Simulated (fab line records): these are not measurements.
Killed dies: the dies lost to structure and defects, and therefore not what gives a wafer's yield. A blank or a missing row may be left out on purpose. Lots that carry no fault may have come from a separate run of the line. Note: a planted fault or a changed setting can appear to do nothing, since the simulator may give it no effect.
What tool caused it? | flow sky130 | Sampling: 13 lots, 39 wafers, 3 of 708 route steps

## WHAT THE GAUGES SHOWED, per wafer
SKY_VIA4_BOW_MEAS_03.
lot  | measured     | on            | VIA4_BOW (um)
L562 | day 41 14:13 | film metro-03 | 76 80 77
L563 | day 42 15:34 | film metro-03 | 82 64 81
L564 | day 42 18:43 | film metro-01 | 76 72 89
L566 | day 43 04:25 | film metro-01 | 67 69 76
L567 | day 43 05:22 | film metro-01 | 78 84 83
L568 | day 43 10:38 | film metro-01 | 80 88 72
L569 | day 43 14:25 | film metro-03 | 77 74 71
L571 | day 44 04:58 | film metro-03 | 76 57 75
L572 | day 44 18:11 | film metro-03 | 82 92 81
L574 | day 45 04:28 | film metro-02 | 71 79 74
L582 | day 47 06:07 | film metro-02 | 76 61 69
L583 | day 48 05:33 | film metro-01 | 75 77 77
L584 | day 48 02:31 | film metro-03 | 80 72 99

## TOOL THAT RAN EACH LOT (tool first, then ch and the chambers of the sampled wafers, then the start)
lot  | SKY_POLY_GATE_ETCH_17            | SKY_CAP2M_SPUTTER_02
L562 | rie si-02 ch 0,3, day 16 05:10   | pvd sputter-03, day 39 11:32
L563 | rie si-01 ch 0,1,2, day 16 19:37 | pvd sputter-04, day 40 14:57
L564 | rie si-01 ch 0,2,3, day 17 00:22 | pvd sputter-03, day 40 17:18
L566 | rie si-01 ch 0,1,2, day 17 21:43 | pvd sputter-03, day 41 03:02
L567 | rie si-01 ch 0,1,2, day 18 05:55 | pvd sputter-04, day 41 04:13
L568 | rie si-01 ch 0,3, day 18 11:11   | pvd sputter-04, day 41 10:52
L569 | rie si-01 ch 0,2,3, day 18 13:28 | pvd sputter-03, day 41 14:06
L571 | rie si-01 ch 0,1,2, day 19 12:34 | pvd sputter-02, day 42 05:07
L572 | rie si-01 ch 0,3, day 20 02:47   | pvd sputter-02, day 42 19:20
L574 | rie si-01 ch 0,3, day 21 01:10   | pvd sputter-03, day 43 06:30
L582 | rie si-01 ch 0,1,3, day 23 22:58 | pvd sputter-03, day 45 09:41
L583 | rie si-02 ch 0,3, day 25 05:20   | pvd sputter-03, day 46 12:21
L584 | rie si-01 ch 0,2,3, day 25 05:41 | pvd sputter-02, day 46 09:24
- SKY_POLY_GATE_ETCH_17: etches poly-Si in HBr/Cl2, stops on SiO2, target depth 180 nm, time 70.5 s.
- SKY_CAP2M_SPUTTER_02: material TiN, target thk 200 nm, time 166.7 s.

## WHAT THE TOOLS THEMSELVES READ (means of the sampled wafers that have a number; where no wafer has one, the mark that the record gives instead)
SKY_POLY_GATE_ETCH_17.
lot  | tool      | drypump motor current A (A) | mfc cl2 sccm (sccm) | oes product au (a.u.) | throttle valve pct (%)
L562 | rie si-02 | 5.6                         | 49.94               | 0.990                 | 33.682
L563 | rie si-01 | 5.8                         | 50.05               | 0.983                 | 33.678
L564 | rie si-01 | 5.7                         | 49.90               | 0.984                 | 33.676
L566 | rie si-01 | 5.8                         | 50.02               | 0.983                 | 33.691
L567 | rie si-01 | 5.8                         | 49.90               | 0.982                 | 33.683
L568 | rie si-01 | 5.7                         | 50.01               | 0.978                 | 33.695
L569 | rie si-01 | 5.6                         | 50.03               | 0.983                 | 33.688
L571 | rie si-01 | 5.8                         | 49.98               | 0.981                 | 33.684
L572 | rie si-01 | 6.1                         | 50.15               | 0.983                 | 33.671
L574 | rie si-01 | 5.7                         | 50.00               | 0.991                 | 33.685
L582 | rie si-01 | 5.9                         | 49.85               | 0.991                 | 33.681
L583 | rie si-02 | 5.4                         | 50.12               | 0.986                 | 33.684
L584 | rie si-01 | 5.6                         | 49.86               | 0.987                 | 33.682

SKY_CAP2M_SPUTTER_02.
lot  | tool           | throttle valve pct (%)
L562 | pvd sputter-03 | 30.1
L563 | pvd sputter-04 | 30.2
L564 | pvd sputter-03 | 30.3
L566 | pvd sputter-03 | 29.3
L567 | pvd sputter-04 | 30.1
L568 | pvd sputter-04 | 30.1
L569 | pvd sputter-03 | 29.7
L571 | pvd sputter-02 | 31.0
L572 | pvd sputter-02 | 30.7
L574 | pvd sputter-03 | 29.5
L582 | pvd sputter-03 | 29.7
L583 | pvd sputter-03 | 29.9
L584 | pvd sputter-02 | 31.0

## THE ANSWER, worked out from the rows above alone
Rule: the usual values come from the lots themselves. Put in order of their means at a reading, lots are off if they are a third of the lots or fewer, leave a main group of 4 or more, and stand apart from it by a gap of 3 or more times the standard deviation of the main group's means; of several such gaps the widest counts. If all means in a main group match to the digits the tables above print for the reading, that group is not used. Also off: a lot with no number at a reading for which 4 or more lots have one. The other lots that the step has rows for count as sound. First the gauges in route order, then the tools' own readings, where a lot's mean is used as printed above. The first step at which some lot is off is used, and at that step the reading that is off furthest; a lot without a number counts as furthest.
No lot is off on any of the readings shown, so nothing can be concluded from this.

## WHAT THE SIMULATOR HAD PUT IN
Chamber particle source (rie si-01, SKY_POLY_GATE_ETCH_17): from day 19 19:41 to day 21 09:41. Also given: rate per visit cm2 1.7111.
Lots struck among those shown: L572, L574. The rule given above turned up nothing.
